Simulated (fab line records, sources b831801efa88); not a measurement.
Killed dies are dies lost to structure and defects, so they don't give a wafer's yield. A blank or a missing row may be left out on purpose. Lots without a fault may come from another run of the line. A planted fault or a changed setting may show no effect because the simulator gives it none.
Chamber matching | flow sky130 | SKY_VIA2_ETCH_15 on rie_diel-03: 4 sister chambers
The step etches SiO2 in C4F8/O2/Ar, stops on TiN, target depth 546 nm, time 84 s. 8 wafers are shown with their chamber, then 7 later ones without.

WAFERS WITH THEIR CHAMBER
wafer  | chamber | oes_product_au (a.u.)
L177.5 | 2       | 0.939
L177.6 | 1       | 0.936
L188.5 | 3       | 0.943
L190.1 | 0       | 0.953
L190.3 | 3       | 0.929
L190.4 | 1       | 0.940
L192.1 | 2       | 0.945
L192.4 | 0       | 0.939

WAFERS WITHOUT THEIR CHAMBER
wafer  | oes_product_au (a.u.)
L192.5 | 0.941
L199.1 | 0.933
L199.2 | 0.944
L199.4 | 0.941
L197.1 | 0.938
L197.3 | 0.945
L197.6 | 0.939

WHICH CHAMBER EACH WENT THROUGH
wafer  | from the rows above               | in truth
L192.5 | can't be placed: 2 or 1 or 0 or 3 | 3
L199.1 | can't be placed: 3 or 1 or 2 or 0 | 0
L199.2 | can't be placed: 0 or 2 or 1 or 3 | 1
L199.4 | can't be placed: 2 or 1 or 0 or 3 | 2
L197.1 | can't be placed: 1 or 3 or 2 or 0 | 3
L197.3 | can't be placed: 0 or 2 or 1 or 3 | 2
L197.6 | can't be placed: 1 or 2 or 3 or 0 | 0
Placed correctly: 0 of 7. Can't be placed from these rows: 7 (the true chamber is among the candidates in 7). Placed wrongly: 0.
How it was worked out, from the rows above alone: a wafer's distance from a chamber is the root of the sum, over the readings, of the square of ((its reading less the chamber's mean) divided by the reading's scatter). The wafer belongs to the nearest chamber; if the next one is less than 2 further off, it can't be placed. A chamber's mean is the mean of its shown wafers. The scatter: the root of (the sum of the squares of (reading less its chamber's mean) over the shown wafers, divided by (wafers less chambers)).
